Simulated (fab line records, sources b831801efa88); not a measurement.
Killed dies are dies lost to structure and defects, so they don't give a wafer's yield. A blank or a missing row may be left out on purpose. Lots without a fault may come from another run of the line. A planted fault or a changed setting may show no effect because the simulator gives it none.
Which tool did it? | flow gf180mcu | 7 lots, 21 wafers sampled, at 2 steps of a route of 602

WHAT THE GAUGES READ, wafer by wafer
GF_M3_RS_MEAS_05: measures by four-point-probe.
lot  | measured     | on            | M3_ALCU_RS (ohm/sq)
L929 | day 20 15:28 | film_metro-04 | 0.0684 0.0691 0.0696
L932 | day 22 06:14 | film_metro-04 | 0.0700 0.0703 0.0707
L934 | day 22 19:24 | film_metro-03 | 0.0678 0.0676 0.0680
L937 | day 24 02:41 | film_metro-04 | 0.0686 0.0688 0.0693
L939 | day 24 18:44 | film_metro-02 | 0.0697 0.0700 0.0713
L948 | day 27 02:23 | film_metro-03 | 0.0706 0.0700 0.0695
L951 | day 28 02:54 | film_metro-02 | 0.0708 0.0711 0.0714

WHICH TOOL RAN EACH LOT (tool, then ch and the chambers of the sampled wafers, then the start)
lot  | GF_M3_SPUTTER_00
L929 | pvd_sputter-02, day 20 15:14
L932 | pvd_sputter-02, day 22 05:57
L934 | pvd_sputter-03, day 22 19:10
L937 | pvd_sputter-04, day 24 02:28
L939 | pvd_sputter-04, day 24 18:31
L948 | pvd_sputter-03, day 27 02:08
L951 | pvd_sputter-02, day 28 02:41
- GF_M3_SPUTTER_00: material Ti, target thk 37.5 nm, time 150 s.

THE ANSWER, worked out from the rows above alone
Rule: what is usual is taken from the lots themselves. Put in order of their means at a reading, lots are off if they are a third of the lots or fewer, leave a main group of 4 or more, and stand apart from it by a gap of 3 or more times the standard deviation of the main group's means; of several such gaps the widest counts. A main group whose means are all the same, to the digits that the tables above print for the reading, isn't used. A lot without any number at a reading at which 4 lots or more have one is off too. The other lots that the step has rows for count as sound.
No lot is off at any reading shown: from this, nothing can be told.

WHAT THE SIMULATOR HAD PUT IN
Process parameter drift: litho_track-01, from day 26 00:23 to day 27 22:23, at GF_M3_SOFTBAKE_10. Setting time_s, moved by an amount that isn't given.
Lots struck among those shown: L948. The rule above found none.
